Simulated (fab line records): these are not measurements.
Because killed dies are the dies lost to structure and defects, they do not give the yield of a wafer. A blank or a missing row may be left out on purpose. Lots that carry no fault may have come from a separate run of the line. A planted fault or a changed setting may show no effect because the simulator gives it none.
Comparing a struck lot with a sound one	flow sky130	16 steps out of a route of 708
Sound: wafers L973.1, L973.4, L973.6. Wafers struck: L978.3, L978.5, L978.6. The cause is named last.
Per side, at each step with rows, come the tool, then ch with its chambers, and then its first start. Under that, the readings that differ: sound wafers	struck wafers	difference of the means	sigmas: that difference in standard deviations of wafers without a fault.
alike: a reading whose means differ by less than 2 such deviations, as well as words and numbers matching on both sides. not compared: withheld readings; readings where some wafer has no value; bounds like >300 that might hide an equal value; numbers whose values overlap and for which the record gives no deviation.
A row with sigmas, a row that says differs or no value, or rows on one side alone: a step with any of these is where the two part. Numbers that have no deviation but don't overlap get no sigmas and don't part them. A reading that every wafer of one side lacks parts them only if that side has two wafers or more.

first, 2 steps without rows for these wafers: SKY_METAL3_PEB_11; SKY_METAL3_DEVELOP_12 (develop time 60 s).
SKY_METAL3_CD_MEAS_13: the cd target is 300 nm.
  sound on cd-sem-01, day 39 17:27; struck on cd-sem-02, day 41 16:44
  alike: cd-nm
SKY_METAL3_OVL_MEAS_14:
  sound on overlay-01, day 39 17:34; struck on overlay-02, day 41 16:50
  alike: METAL3_OVL
SKY_METAL3_DESCUM_15: chemistry O2, time 8 s.
  sound on rie-metal-04 ch 0, day 39 17:36; struck on rie-metal-04 ch 0,1, day 41 16:52
  alike: chamber-pressure-mTorr, drypump-motor-current-A, oes-product-au, rf-fwd-power-W
  not compared: rf-hours-counter-h
SKY_METAL3_ETCH_16: etches BARC in N2/H2, stops on SiO2, time 88.2 s, target depth 60 nm.
  sound on rie-metal-04 ch 0, day 39 17:38; struck on rie-metal-04 ch 0,1, day 41 16:55
  alike: chamber-pressure-mTorr, drypump-motor-current-A, h2-flow-sccm, oes-product-au, rf-fwd-power-W, throttle-valve-pct
  not compared: rf-hours-counter-h
SKY_METAL3_ETCH_17: etches SiO2 in C4F8/O2/Ar, stops on TiN, time 3.9 s, target depth 15 nm.
  sound on rie-diel-04 ch 0,1,3, day 39 17:44; struck on rie-diel-01 ch 1,2, day 41 16:59
  alike: chamber-pressure-mTorr, oes-product-au, rf-fwd-power-W
  not compared: rf-hours-counter-h
then, 1 step without rows for these wafers: SKY_METAL3_METAL_ETCH_18 (etches the open film in Cl2/BCl3, stops on SiO2, target depth 845 nm, time 183.1 s).
SKY_METAL3_STRIP_19: strips in O2/N2.
  sound on plasma-asher-02 ch 0,1, day 39 17:56; struck on plasma-asher-02 ch 0,1, day 41 17:13
  alike: chamber-pressure-mTorr, drypump-motor-current-A, oes-product-au, strip-time-to-endpoint-s
  not compared: rf-hours-counter-h
then, 3 steps without rows for these wafers: SKY_METAL3_STRIP_20 (strips in post etch residue remover, time 1200 s); SKY_METAL3_CLEAN_21 (cleans in IPA, time 180 s); SKY_METAL3_CLEAN_22 (cleans in O3/DIW).
SKY_VIA3_HDPCVD_00: deposits SiO2, target thk 1635 nm, time 272.5 s.
  sound on hdpcvd-02 ch 0,1,2, day 39 18:33; struck on hdpcvd-02 ch 0,2, day 41 17:46
reading	sound	struck	difference	sigmas
run-length-s (s)	299.5 300.4 299.3	315.0 315.0 315.9	+15.6	+29
model.SiO2_of_VIA3_HDPCVD_00.thk-nm (nm)	1635 1627 1621	1710 1734 1720	+94	
SKY_VIA3_THK_MEAS_01:
  sound on film-metro-01, day 39 18:43; struck on film-metro-01, day 41 17:58
reading	sound	struck	difference	sigmas
VIA3_HDPCVD_THK (nm)	1635 1626 1622	1709 1734 1720	+93	+6
SKY_VIA3_CMP_02: polishes SiO2.
  sound on cmp-01 ch 0,2,3, day 39 18:47; struck on cmp-01 ch 0,1,2, day 41 18:09
  alike: motor-current-A
SKY_PAD_OPEN_PROBE_99:
  rows exist in the record for the sound wafers here (prober-01, day 46 19:30), none for the struck ones

## WHERE THEY PART
Earliest at SKY_VIA3_HDPCVD_00; latest, in this record, at SKY_PAD_OPEN_PROBE_99.

WHY: whatever the simulator had introduced
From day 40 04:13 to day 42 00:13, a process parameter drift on hdpcvd-02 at SKY_VIA3_HDPCVD_00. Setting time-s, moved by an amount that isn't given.
